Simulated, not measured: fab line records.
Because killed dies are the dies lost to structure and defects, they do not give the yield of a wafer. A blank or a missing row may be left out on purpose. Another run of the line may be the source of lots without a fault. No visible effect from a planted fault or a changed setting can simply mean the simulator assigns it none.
Which tool was responsible?    flow gf180mcu    33 wafers from 11 lots sampled at 2 of the route's 602 steps

WHAT THE GAUGES SHOWED, per wafer
GF_V2_THK_MEAS_01.
lot   measured      on             V2_CVD_00_THK (nm)
L956  day 18 23:35  film-metro-03  598 595 590
L957  day 19 02:01  film-metro-03  596 605 601
L958  day 19 16:31  film-metro-04  606 612 616
L959  day 20 05:04  film-metro-04  600 593 591
L960  day 20 14:42  film-metro-01  593 588 596
L961  day 20 22:00  film-metro-04  602 601 596
L962  day 21 11:31  film-metro-01  601 604 598
L972  day 25 11:09  film-metro-04  604 603 594
L974  day 25 21:08  film-metro-01  589 590 591
L976  day 26 12:38  film-metro-03  594 595 588
L978  day 26 23:07  film-metro-03  599 604 596

WHICH TOOL RAN EACH LOT (tool, then ch and the chambers of the sampled wafers, then the start)
lot   GF_V1_CVD_02
L956  pecvd-02 ch 0,1,2, day 16 21:14
L957  pecvd-01 ch 0,1, day 17 00:17
L958  pecvd-01 ch 0,1, day 17 13:55
L959  pecvd-04 ch 0,1,2, day 18 03:11
L960  pecvd-04 ch 0,1, day 18 11:11
L961  pecvd-02 ch 0,2, day 18 17:25
L962  pecvd-02 ch 0,2, day 19 08:22
L972  pecvd-01 ch 1,2, day 23 11:38
L974  pecvd-01 ch 0,1, day 23 22:35
L976  pecvd-02 ch 0,1,2, day 24 15:40
L978  pecvd-02 ch 1,2, day 25 01:56
- GF_V1_CVD_02: deposits SiO2 from TEOS, target thk 850 nm, time 94.851 s.

AS READ BY THE TOOLS THEMSELVES (means over the sampled wafers that have a number; for cases with no such wafer, the mark the record gives instead)
GF_V1_CVD_02.
lot   tool      heater-power-w (W)
L956  pecvd-02  673
L957  pecvd-01  722
L958  pecvd-01  714
L959  pecvd-04  639
L960  pecvd-04  595
L961  pecvd-02  698
L962  pecvd-02  667
L972  pecvd-01  583
L974  pecvd-01  688
L976  pecvd-02  652
L978  pecvd-02  597

THE ANSWER, worked out from the rows above alone
Rule: the usual values come from the lots themselves. Put in order of their means at a reading, lots are off if they are a third of the lots or fewer, leave a main group of 4 or more, and stand apart from it by a gap of 3 or more times the standard deviation of the main group's means; of several such gaps the widest counts. A main group is skipped when, at the precision printed for the reading in the tables above, its means are all equal. A lot without any number at a reading at which 4 lots or more have one is off too. The other lots that the step has rows for count as sound. Order of review: gauges by route order, followed by the tools' own readings, for which a lot's mean as printed above is used. At the first step where some lot is off, the reading lying furthest off is the one used; lots without a number count as furthest.
No lot is off at any reading shown: from this, nothing can be told.

WHAT THE SIMULATOR HAD PUT IN
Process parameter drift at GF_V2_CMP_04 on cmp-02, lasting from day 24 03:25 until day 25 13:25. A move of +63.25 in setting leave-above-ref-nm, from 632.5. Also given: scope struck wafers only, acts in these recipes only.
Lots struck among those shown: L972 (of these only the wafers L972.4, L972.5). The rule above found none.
